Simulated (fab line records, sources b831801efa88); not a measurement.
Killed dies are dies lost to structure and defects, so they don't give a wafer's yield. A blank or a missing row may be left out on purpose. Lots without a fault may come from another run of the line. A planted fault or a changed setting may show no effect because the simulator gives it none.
A struck lot beside a sound one | flow sky130 | 15 steps out of a route of 708
Sound: wafers L937.1, L937.2, L937.5. Struck: wafer L926.2. (L926.4 of the same lot was not struck and is left out.) The cause comes at the end.
At each step with rows: each side's tool, then ch and its chambers, then its first start. Under that, the readings that differ: sound wafers | struck wafers | difference of the means | sigmas: that difference in standard deviations of wafers without a fault.
alike: readings whose means differ by less than 2 such deviations, and words and numbers that are the same on both sides. not compared: withheld readings, readings that some wafer has no value for, bounds like >300 that may hide the same value, and numbers for which the record gives no deviation and whose values overlap.
The two part at a step that has a row with sigmas, a row that says differs or no value, or rows on one side only. Numbers that don't overlap but have no deviation are shown without sigmas and don't part them. A reading that every wafer of one side lacks parts them only if that side has two wafers or more.

first, 8 steps without rows for these wafers: SKY_POLY_GATE_DEHYDRATE_05 (time 60 s); SKY_POLY_GATE_HMDS_06 (prime time 60 s); SKY_POLY_GATE_COAT_07 (resist thk 110 nm); SKY_POLY_GATE_COAT_08 (resist thk 450 nm); SKY_POLY_GATE_SOFTBAKE_09 (time 90 s); SKY_POLY_GATE_EXPOSE_10 (exposes mask P1M, target cd 150 nm); SKY_POLY_GATE_PEB_11; SKY_POLY_GATE_DEVELOP_12 (develop time 60 s).
SKY_POLY_GATE_CD_MEAS_13: target cd 150 nm.
  sound on cd_sem-01, day 22 17:28; struck on cd_sem-02, day 18 18:49
  alike: cd_nm
SKY_POLY_GATE_OVL_MEAS_14:
  sound on overlay-02, day 22 17:35; struck on overlay-01, day 18 18:56
  alike: POLY_GATE_OVL
SKY_POLY_GATE_ETCH_15: etches BARC in N2/H2, stops on SiO2, time 118.5 s, target depth 110 nm.
  sound on rie_diel-04 ch 0,2, day 22 17:37; struck on rie_diel-04 ch 1, day 18 18:58
  reading                     | sound       | struck | difference | sigmas
  drypump_motor_current_A (A) | 5.5 6.3 5.5 | 4.7    | -1.1       | -2
  alike: oes_product_au, throttle_valve_pct
  not compared: rf_hours_counter_h
SKY_POLY_GATE_ETCH_16: etches Si3N4 in CH3F/O2, stops on poly-Si, time 147.5 s, target depth 75 nm.
  sound on rie_diel-04 ch 0,2, day 22 17:42; struck on rie_diel-04 ch 1, day 18 19:02
  reading                     | sound       | struck | difference | sigmas
  drypump_motor_current_A (A) | 5.5 6.3 5.5 | 4.7    | -1.1       | -2
  alike: oes_product_au, throttle_valve_pct
  not compared: rf_hours_counter_h
SKY_POLY_GATE_ETCH_17: etches poly-Si in HBr/Cl2, stops on SiO2, target depth 180 nm, time 70.5 s.
  sound on rie_si-01 ch 0,1, day 22 17:47; struck on rie_si-02 ch 3, day 18 19:08
  reading                                          | sound                   | struck   | difference | sigmas
  oes_product_au (a.u.)                            | 0.990 0.979 0.993       | 1.001    | +0.014     | +2
  over_etch_frac                                   | 0.56667 0.56667 0.56667 | 0.089736 | -0.476934  |
  model.etch.depth_nm (nm)                         | 178.6 177.6 180.5       | 125.6    | -53.3      |
  model.POLY_GATE.feature_depth_nm (nm)            | 178.6 177.6 180.5       | 125.6    | -53.3      |
  model.KrF-thick_of_POLY_GATE_COAT_08.thk_nm (nm) | 143.4 145.4 143.3       | 169.9    | +25.9      |
  alike: drypump_motor_current_A, throttle_valve_pct
  not compared: rf_hours_counter_h
SKY_POLY_GATE_STRIP_18: strips in O2/N2.
  sound on plasma_asher-01 ch 0,1, day 22 17:51; struck on plasma_asher-02 ch 0, day 18 19:11
  reading                      | sound             | struck | difference | sigmas
  oes_product_au (a.u.)        | 0.360 0.363 0.361 | 0.378  | +0.017     | +4
  strip_time_to_endpoint_s (s) | 3.18 3.21 3.20    | 3.49   | +0.29      | +9
  alike: drypump_motor_current_A
  not compared: rf_hours_counter_h
then, 1 step without rows for these wafers: SKY_POLY_GATE_CLEAN_19 (cleans in SC1/SC2, time 150 s).

WHERE THEY PART
First at SKY_POLY_GATE_ETCH_15; last, within this record, at SKY_POLY_GATE_STRIP_18.

WHY: what the simulator had put in
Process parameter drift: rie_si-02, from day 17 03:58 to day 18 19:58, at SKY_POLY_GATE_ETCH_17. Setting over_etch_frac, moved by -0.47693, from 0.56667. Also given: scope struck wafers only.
